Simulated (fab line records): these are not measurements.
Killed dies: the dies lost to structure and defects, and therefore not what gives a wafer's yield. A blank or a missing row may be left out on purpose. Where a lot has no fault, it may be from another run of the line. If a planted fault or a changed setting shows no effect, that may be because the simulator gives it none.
fab line records + flow sky130
record:
- lots: 13
- wafers: 39
- last-day: 50
route steps=708 shown LI_CONTACT@378 VIA3@595 CAP2M@603 METAL4@629 PAD_OPEN@708
lots with no fault: from the same line, run without faults
start-h: start of the lot's first displayed wafer, in hours after the record's first day + wait-h: hours elapsed since this lot's preceding step + " identical to the entry in the row above + L1.1+2: one row covering several wafers at once + - value missing, or start not given + * or withheld: withheld + < > ~ a bound
route shown NAME@n: names a module that has steps shown in the file, with the first one's number in the route + usual: average and standard deviation across the fault-free wafers + same: alike in all rows + chamber/n: place in a boat + sites: the reading at each site + _std_site: how widely they spread, as a standard deviation + _edge_site: the outer-site mean with the inner-site mean subtracted + radius-mm: how far each site lies from the wafer's centre + mask NAME#n: copy n + behind: the last tool/chamber to shape the wafer + hold: what put the lot on hold/how long, in hours/how the hold closed + device: which transistor (n, p or np) failed to switch + end of line: at the end of the route, the tests of the same wafers + for a step that has no rows: nothing shown but its recipe + killed: dies that structure and defects cost at the first sort, which is not the same as the wafer's yield + map: per-die view of a wafer (x killed, . not killed, _ where there is no die)
set.NAME: setting as actually run; set.NAME@STEP: the setting as run at that earlier step + model.NAME: the simulator's own value behind a step, which no gauge read
steps of the route over a sample of lots; a table a step, a row a wafer
services: a tool's chamber out of use, with start hour (start-h, from the record's first day; less than 0 if before it), hours out, and reason
== steps ==
step: SKY_LI_CONTACT_STRIP_16
recipe:
- chemistry: O2/N2
- power-w: 1400
- pressure-mtorr: 1500
- platen-temp-c: withheld
- o2-flow-sccm: 3000
- n2-flow-sccm: 300
- overash-fraction: 0.5
usual:
- drypump-motor-current-A: 5.5/0.56
- oes-product-au: 0.375/0.0052
- strip-time-to-endpoint-s: 3.492/0.023
same:
- overash-fraction: 0.5
| lot.wafer | tool            | chamber | start-h | wait-h | drypump-motor-current-A | oes-product-au | rf-hours-counter-h | strip-time-to-endpoint-s |
|-----------|-----------------|---------|---------|--------|-------------------------|----------------|--------------------|--------------------------|
| L204.1    | plasma-asher-03 | 1       | 670.88  | -      | 4.7                     | 0.380          | 55                 | 3.523                    |
| L204.4    | "               | 1       | "       | "      | 4.6                     | 0.376          | -                  | 3.525                    |
| L204.5    | "               | 1       | "       | "      | 4.6                     | 0.387          | -                  | 3.523                    |
| L205.1    | plasma-asher-03 | 0       | 677.63  | -      | 5.7                     | 0.376          | 55                 | 3.463                    |
| L205.4    | "               | 0       | "       | "      | 5.7                     | 0.378          | -                  | 3.486                    |
| L205.5    | "               | 1       | "       | "      | 4.7                     | 0.377          | -                  | 3.458                    |
| L206.2    | plasma-asher-03 | 0       | 694.63  | -      | 5.7                     | 0.379          | 57                 | 3.474                    |
| L206.5    | "               | 1       | "       | "      | 4.7                     | 0.378          | -                  | 3.502                    |
| L206.6    | "               | 0       | "       | "      | 5.7                     | 0.373          | -                  | 3.494                    |
| L207.1    | plasma-asher-03 | 1       | 701.03  | -      | 4.6                     | 0.368          | 58                 | 3.493                    |
| L207.2    | "               | 0       | "       | "      | 5.8                     | 0.373          | 58                 | 3.494                    |
| L207.3    | "               | 0       | "       | "      | 5.7                     | 0.373          | -                  | 3.496                    |
| L208.2    | plasma-asher-03 | 1       | 710.24  | -      | 4.6                     | 0.376          | 59                 | 3.464                    |
| L208.5    | "               | 0       | "       | "      | 5.7                     | 0.371          | -                  | 3.459                    |
| L208.6    | "               | 1       | "       | "      | 4.6                     | 0.374          | -                  | 3.500                    |
| L210.3    | plasma-asher-04 | 1       | 731.37  | -      | 5.5                     | 0.378          | -                  | 3.486                    |
| L210.5    | "               | 1       | "       | "      | 5.5                     | 0.384          | -                  | 3.490                    |
| L210.6    | "               | 0       | "       | "      | 6.3                     | 0.377          | -                  | 3.467                    |
| L215.3    | plasma-asher-03 | 1       | 765.36  | -      | 4.6                     | 0.382          | -                  | 3.501                    |
| L215.4    | "               | 0       | "       | "      | 5.7                     | 0.378          | -                  | 3.529                    |
| L215.6    | "               | 1       | "       | "      | 4.7                     | 0.381          | -                  | 3.499                    |
| L219.1    | plasma-asher-04 | 1       | 790.73  | -      | 5.4                     | 0.374          | 92                 | 3.490                    |
| L219.2    | "               | 0       | "       | "      | 6.3                     | 0.378          | 92                 | 3.511                    |
| L219.3    | "               | 1       | "       | "      | 5.4                     | 0.380          | -                  | 3.450                    |
| L220.1    | plasma-asher-04 | 0       | 801.29  | -      | 6.3                     | 0.381          | 95                 | 3.469                    |
| L220.4    | "               | 1       | "       | "      | 5.4                     | 0.364          | -                  | 3.473                    |
| L220.5    | "               | 0       | "       | "      | 6.3                     | 0.379          | -                  | 3.483                    |
| L222.1    | plasma-asher-03 | 0       | 815.00  | -      | 5.7                     | 0.375          | 68                 | 3.471                    |
| L222.4    | "               | 1       | "       | "      | 4.6                     | 0.379          | -                  | 3.489                    |
| L222.6    | "               | 1       | "       | "      | 4.6                     | 0.375          | -                  | 3.475                    |
| L223.2    | plasma-asher-03 | 0       | 821.33  | -      | 5.7                     | 0.375          | 69                 | 3.502                    |
| L223.3    | "               | 0       | "       | "      | 5.7                     | 0.379          | -                  | 3.498                    |
| L223.6    | "               | 0       | "       | "      | 5.7                     | 0.371          | -                  | 3.511                    |
| L225.1    | plasma-asher-01 | 1       | 835.20  | -      | 5.5                     | 0.382          | 36                 | 3.503                    |
| L225.4    | "               | 0       | "       | "      | 5.0                     | 0.375          | -                  | 3.489                    |
| L225.5    | "               | 1       | "       | "      | 5.5                     | 0.378          | -                  | 3.500                    |
| L227.1    | plasma-asher-01 | 1       | 845.88  | -      | 5.5                     | 0.387          | 38                 | 3.450                    |
| L227.3    | "               | 0       | "       | "      | 4.9                     | 0.380          | -                  | 3.481                    |
| L227.4    | "               | 1       | "       | "      | 5.5                     | 0.371          | -                  | 3.427                    |
step: SKY_VIA3_RS_MEAS_22
recipe:
- thk-meas-gauge: four-point-probe
- reads: W_of_VIA3_CVD_21+TiN_of_VIA3_SPUTTER_20
usual:
- VIA3_W_RS: 0.2943/0.003
| lot.wafer | tool          | chamber | start-h | wait-h | VIA3_W_RS[ohm/sq] |
|-----------|---------------|---------|---------|--------|-------------------|
| L204.1    | film-metro-02 | -       | 922.30  | 0.1    | 0.2919            |
| L204.4    | "             | -       | "       | "      | 0.2877            |
| L204.5    | "             | -       | "       | "      | 0.2935            |
| L205.1    | film-metro-01 | -       | 927.94  | 0.1    | 0.2980            |
| L205.4    | "             | -       | "       | "      | 0.2979            |
| L205.5    | "             | -       | "       | "      | 0.2981            |
| L206.2    | film-metro-04 | -       | 943.77  | 0.1    | 0.2956            |
| L206.5    | "             | -       | "       | "      | 0.2965            |
| L206.6    | "             | -       | "       | "      | 0.3013            |
| L207.1    | film-metro-01 | -       | 949.90  | 0.1    | 0.2954            |
| L207.2    | "             | -       | "       | "      | 0.2932            |
| L207.3    | "             | -       | "       | "      | 0.2900            |
| L208.2    | film-metro-04 | -       | 957.68  | 0.1    | 0.2945            |
| L208.5    | "             | -       | "       | "      | 0.2920            |
| L208.6    | "             | -       | "       | "      | 0.2941            |
| L210.3    | film-metro-04 | -       | 975.82  | 0.1    | 0.2931            |
| L210.5    | "             | -       | "       | "      | 0.2904            |
| L210.6    | "             | -       | "       | "      | 0.2953            |
| L215.3    | film-metro-04 | -       | 1006.02 | 0.1    | 0.2935            |
| L215.4    | "             | -       | "       | "      | 0.2918            |
| L215.6    | "             | -       | "       | "      | 0.2913            |
| L219.1    | film-metro-04 | -       | 1029.82 | 0.2    | 0.2940            |
| L219.2    | "             | -       | "       | "      | 0.2946            |
| L219.3    | "             | -       | "       | "      | 0.2943            |
| L220.1    | film-metro-02 | -       | 1039.41 | 0.1    | 0.2937            |
| L220.4    | "             | -       | "       | "      | 0.2970            |
| L220.5    | "             | -       | "       | "      | 0.2911            |
| L222.1    | film-metro-02 | -       | 1049.38 | 0.1    | 0.2956            |
| L222.4    | "             | -       | "       | "      | 0.2983            |
| L222.6    | "             | -       | "       | "      | 0.2935            |
| L223.2    | film-metro-01 | -       | 1055.31 | 0.1    | 0.2912            |
| L223.3    | "             | -       | "       | "      | 0.2929            |
| L223.6    | "             | -       | "       | "      | 0.2951            |
| L225.1    | film-metro-02 | -       | 1067.28 | 0.1    | 0.2969            |
| L225.4    | "             | -       | "       | "      | 0.2946            |
| L225.5    | "             | -       | "       | "      | 0.2973            |
| L227.1    | film-metro-01 | -       | 1075.53 | 0.1    | 0.2992            |
| L227.3    | "             | -       | "       | "      | 0.2947            |
| L227.4    | "             | -       | "       | "      | 0.2981            |
step: SKY_CAP2M_CVD_00
recipe:
- material: SiO2
- target-thk-nm: 15.5
- temp-c: 400
- time-s: withheld
- rf-w: 450
usual:
- heater-power-w: 713/84
| lot.wafer | tool     | chamber | start-h | wait-h | heater-power-w |
|-----------|----------|---------|---------|--------|----------------|
| L204.1    | pecvd-03 | 1       | 922.94  | 0.0    | 884            |
| L204.4    | "        | 1       | "       | "      | 904            |
| L204.5    | "        | 0       | "       | "      | 621            |
| L205.1    | pecvd-04 | 2       | 928.57  | 0.0    | 741            |
| L205.4    | "        | 2       | "       | "      | 763            |
| L205.5    | "        | 0       | "       | "      | 608            |
| L206.2    | pecvd-03 | 1       | 944.38  | 0.0    | 803            |
| L206.5    | "        | 2       | "       | "      | 605            |
| L206.6    | "        | 1       | "       | "      | 784            |
| L207.1    | pecvd-04 | 2       | 950.54  | 0.0    | 900            |
| L207.2    | "        | 0       | "       | "      | 715            |
| L207.3    | "        | 1       | "       | "      | 653            |
| L208.2    | pecvd-04 | 0       | 958.29  | 0.0    | 638            |
| L208.5    | "        | 0       | "       | "      | 625            |
| L208.6    | "        | 2       | "       | "      | 833            |
| L210.3    | pecvd-04 | 2       | 976.62  | 0.0    | 848            |
| L210.5    | "        | 2       | "       | "      | 844            |
| L210.6    | "        | 1       | "       | "      | 727            |
| L215.3    | pecvd-02 | 0       | 1006.66 | 0.0    | 650            |
| L215.4    | "        | 2       | "       | "      | 702            |
| L215.6    | "        | 2       | "       | "      | 717            |
| L219.1    | pecvd-02 | 1       | 1030.45 | 0.0    | 709            |
| L219.2    | "        | 2       | "       | "      | 819            |
| L219.3    | "        | 0       | "       | "      | 714            |
| L220.1    | pecvd-04 | 2       | 1040.05 | 0.0    | 787            |
| L220.4    | "        | 0       | "       | "      | 756            |
| L220.5    | "        | 2       | "       | "      | 807            |
| L222.1    | pecvd-03 | 1       | 1050.01 | 0.0    | 750            |
| L222.4    | "        | 2       | "       | "      | 602            |
| L222.6    | "        | 1       | "       | "      | 749            |
| L223.2    | pecvd-04 | 0       | 1055.93 | 0.0    | 705            |
| L223.3    | "        | 2       | "       | "      | 779            |
| L223.6    | "        | 0       | "       | "      | 721            |
| L225.1    | pecvd-04 | 0       | 1067.91 | 0.0    | 627            |
| L225.4    | "        | 0       | "       | "      | 620            |
| L225.5    | "        | 0       | "       | "      | 623            |
| L227.1    | pecvd-03 | 2       | 1076.31 | 0.0    | 581            |
| L227.3    | "        | 0       | "       | "      | 660            |
| L227.4    | "        | 1       | "       | "      | 841            |
step: SKY_METAL4_CD_MEAS_13
recipe:
- target-cd-nm: 300
usual:
- cd-nm: 300.2/1.3
| lot.wafer | tool      | chamber | start-h | wait-h | cd-nm |
|-----------|-----------|---------|---------|--------|-------|
| L204.1    | cd-sem-01 | -       | 972.21  | -      | 300.3 |
| L204.4    | "         | -       | "       | "      | 300.9 |
| L204.5    | "         | -       | "       | "      | 302.2 |
| L205.1    | cd-sem-02 | -       | 978.05  | -      | 300.1 |
| L205.4    | "         | -       | "       | "      | 300.9 |
| L205.5    | "         | -       | "       | "      | 301.2 |
| L206.2    | cd-sem-01 | -       | 993.83  | -      | 299.1 |
| L206.5    | "         | -       | "       | "      | 299.5 |
| L206.6    | "         | -       | "       | "      | 299.9 |
| L207.1    | cd-sem-01 | -       | 999.80  | -      | 300.0 |
| L207.2    | "         | -       | "       | "      | 300.5 |
| L207.3    | "         | -       | "       | "      | 300.7 |
| L208.2    | cd-sem-01 | -       | 1007.23 | -      | 302.2 |
| L208.5    | "         | -       | "       | "      | 301.8 |
| L208.6    | "         | -       | "       | "      | 300.6 |
| L210.3    | cd-sem-01 | -       | 1024.95 | -      | 300.2 |
| L210.5    | "         | -       | "       | "      | 299.7 |
| L210.6    | "         | -       | "       | "      | 299.2 |
| L215.3    | cd-sem-01 | -       | 1052.45 | -      | 300.1 |
| L215.4    | "         | -       | "       | "      | 300.5 |
| L215.6    | "         | -       | "       | "      | 301.2 |
| L219.1    | cd-sem-01 | -       | 1074.76 | -      | 300.4 |
| L219.2    | "         | -       | "       | "      | 300.3 |
| L219.3    | "         | -       | "       | "      | 301.8 |
| L220.1    | cd-sem-01 | -       | 1083.45 | -      | 297.5 |
| L220.4    | "         | -       | "       | "      | 298.4 |
| L220.5    | "         | -       | "       | "      | 297.9 |
| L222.1    | cd-sem-02 | -       | 1092.61 | -      | 298.0 |
| L222.4    | "         | -       | "       | "      | 299.0 |
| L222.6    | "         | -       | "       | "      | 299.3 |
| L223.2    | cd-sem-01 | -       | 1097.73 | -      | 300.5 |
| L223.3    | "         | -       | "       | "      | 302.1 |
| L223.6    | "         | -       | "       | "      | 301.6 |
| L225.1    | cd-sem-02 | -       | 1110.00 | -      | 301.4 |
| L225.4    | "         | -       | "       | "      | 303.2 |
| L225.5    | "         | -       | "       | "      | 300.6 |
| L227.1    | cd-sem-02 | -       | 1118.11 | -      | 300.8 |
| L227.3    | "         | -       | "       | "      | 301.0 |
| L227.4    | "         | -       | "       | "      | 299.8 |
step: SKY_PAD_OPEN_PROBE_99
usual:
- killed_at_M0_to_M3: 43/6.9
- killed_at_M4_up: 3.2/2
- killed-at-contacts: 25/5.1
- killed-at-front-end: 15/4.5
- killed-at-other: 0.2/0.51
- killed-dies: 85/9.5
- killed-open: 48/6.9
- killed-short: 38/6.7
same:
- gross-dies: 492
- killed-at-back-side: 0
| lot.wafer | tool      | chamber | start-h | wait-h | killed_at_M0_to_M3 | killed_at_M4_up | killed-at-contacts | killed-at-front-end | killed-at-other | killed-dies | killed-open | killed-short |
|-----------|-----------|---------|---------|--------|--------------------|-----------------|--------------------|---------------------|-----------------|-------------|-------------|--------------|
| L219.1    | prober-01 | -       | 1159.22 | 0.1    | 50                 | 1               | 24                 | 11                  | 1               | 87          | 38          | 49           |
| L219.2    | prober-01 | -       | 1159.27 | 0.1    | 46                 | 1               | 71                 | 9                   | 0               | 127         | 44          | 32           |
| L219.3    | prober-01 | -       | 1159.32 | 0.2    | 53                 | 1               | 24                 | 10                  | 0               | 88          | 47          | 41           |
| L220.1    | prober-02 | -       | 1165.47 | 0.1    | 39                 | 4               | 83                 | 10                  | 0               | 136         | 46          | 36           |
| L220.4    | prober-02 | -       | 1165.62 | 0.2    | 39                 | 2               | 15                 | 23                  | 0               | 79          | 39          | 40           |
| L220.5    | prober-02 | -       | 1165.67 | 0.2    | 55                 | 1               | 72                 | 16                  | 0               | 144         | 54          | 45           |
killed by level:class
L219.1 VIA3:geometric-particle:open=8 VIA1:geometric-particle:short=7 CONTACT:geometric-particle:short=7 VIA2:geometric-particle:open=7 LI_CONTACT:geometric-particle:open=6 METAL2:geometric-particle:short=6 VIA2:geometric-particle:short=5 METAL1:geometric-particle:short=5
L219.2 LI_CONTACT:unspecified=51 LI_CONTACT:geometric-particle:open=8 VIA1:geometric-particle:short=8 VIA1:geometric-particle:open=8 VIA3:geometric-particle:open=6 CONTACT:geometric-particle:open=5 METAL1:geometric-particle:short=5 METAL2:geometric-particle:short=5
L219.3 VIA1:geometric-particle:open=12 CONTACT:geometric-particle:open=11 METAL2:geometric-particle:short=9 METAL1:geometric-particle:short=8 VIA3:geometric-particle:open=7 LI_CONTACT:geometric-particle:open=5 VIA1:geometric-particle:short=5 POLY_GATE:geometric-particle:short=4
L220.1 LI_CONTACT:unspecified=54 CONTACT:geometric-particle:open=11 VIA1:geometric-particle:open=11 VIA3:geometric-particle:open=7 LI_CONTACT:geometric-particle:open=6 CONTACT:geometric-particle:short=6 METAL1:geometric-particle:short=6 FIELD_ISO:geometric-particle:short=5
L220.4 FIELD_ISO:geometric-particle:short=8 CONTACT:geometric-particle:open=7 FIELD_ISO:geometric-particle:open=6 VIA1:geometric-particle:short=6 METAL1:geometric-particle:short=6 VIA1:geometric-particle:open=6 VIA2:geometric-particle:open=5 VIA2:geometric-particle:short=4
L220.5 LI_CONTACT:unspecified=45 CONTACT:geometric-particle:open=12 VIA1:geometric-particle:open=10 VIA3:geometric-particle:open=9 VIA1:geometric-particle:short=7 METAL1:geometric-particle:short=6 VIA3:geometric-particle:short=6 LI_CONTACT:geometric-particle:open=5
== services ==
| tool            | chamber | start-h | hours | kind   |
|-----------------|---------|---------|-------|--------|
| plasma-asher-03 | -       | 647.33  | 4.4   | repair |
| plasma-asher-04 | -       | 650.03  | 8.3   | repair |
| pecvd-03        | 1       | 657.15  | 4.2   | repair |
| plasma-asher-03 | -       | 660.19  | 2.8   | pm     |
| plasma-asher-04 | -       | 719.60  | 3.7   | repair |
| pecvd-03        | 0       | 724.47  | 31.4  | repair |
| pecvd-02        | -       | 748.05  | 2.8   | pm     |
| pecvd-04        | -       | 765.47  | 1.0   | repair |
| plasma-asher-01 | -       | 769.67  | 47.9  | repair |
| pecvd-04        | -       | 782.64  | 1.2   | repair |
| plasma-asher-03 | -       | 790.26  | 19.0  | repair |
| pecvd-03        | -       | 793.86  | 0.7   | repair |
| plasma-asher-01 | -       | 804.78  | 1.5   | repair |
| pecvd-03        | 2       | 816.12  | 5.0   | repair |
| plasma-asher-04 | -       | 819.50  | 62.9  | repair |
| pecvd-02        | 0       | 822.16  | 83.2  | repair |
| pecvd-04        | -       | 830.09  | 3.0   | repair |
| pecvd-04        | -       | 851.07  | 28.1  | pm     |
| pecvd-03        | 1       | 870.06  | 5.6   | repair |
| pecvd-03        | -       | 958.08  | 6.0   | pm     |
| plasma-asher-03 | -       | 964.60  | 3.2   | repair |
| plasma-asher-04 | -       | 989.67  | 2.8   | repair |
| plasma-asher-04 | -       | 1027.38 | 3.0   | repair |
| plasma-asher-04 | -       | 1055.25 | 9.0   | pm     |
== key ==
first-sign:
- step: SKY_PAD_OPEN_PROBE_99
- reading: killed-at-contacts
- direction: up
- sigmas: 9.9
- usual: 25
- struck: 75
effect:
- step: SKY_PAD_OPEN_PROBE_99
- reading: killed-dies
- direction: up
- sigmas: 5.3
- usual: 85
- struck: 136
met-at SKY_LI_CONTACT_STRIP_16
struck-lots L219,L220
struck-wafers L219.2,L220.1,L220.5
tester-left-out L219,L220
not-acting-at SKY_VIA3_RS_MEAS_22,SKY_CAP2M_CVD_00,SKY_METAL4_CD_MEAS_13
onset-between 731.37 790.73
fault:
- kind: chamber-particle-source
- tool: plasma-asher-04
- chamber: 0
- onset-h: 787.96
- steps: SKY_LI_CONTACT_STRIP_16
- rate-per-visit-cm2: 1.1155
- end-h: 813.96
tester-left-out: of these lots the tester's yield and bins aren't shown, on N5 and GAA mostly nor the transistor test; their killed dies are dies lost to structure and defects alone, not to doping, threshold or leakage, so they don't give the yield
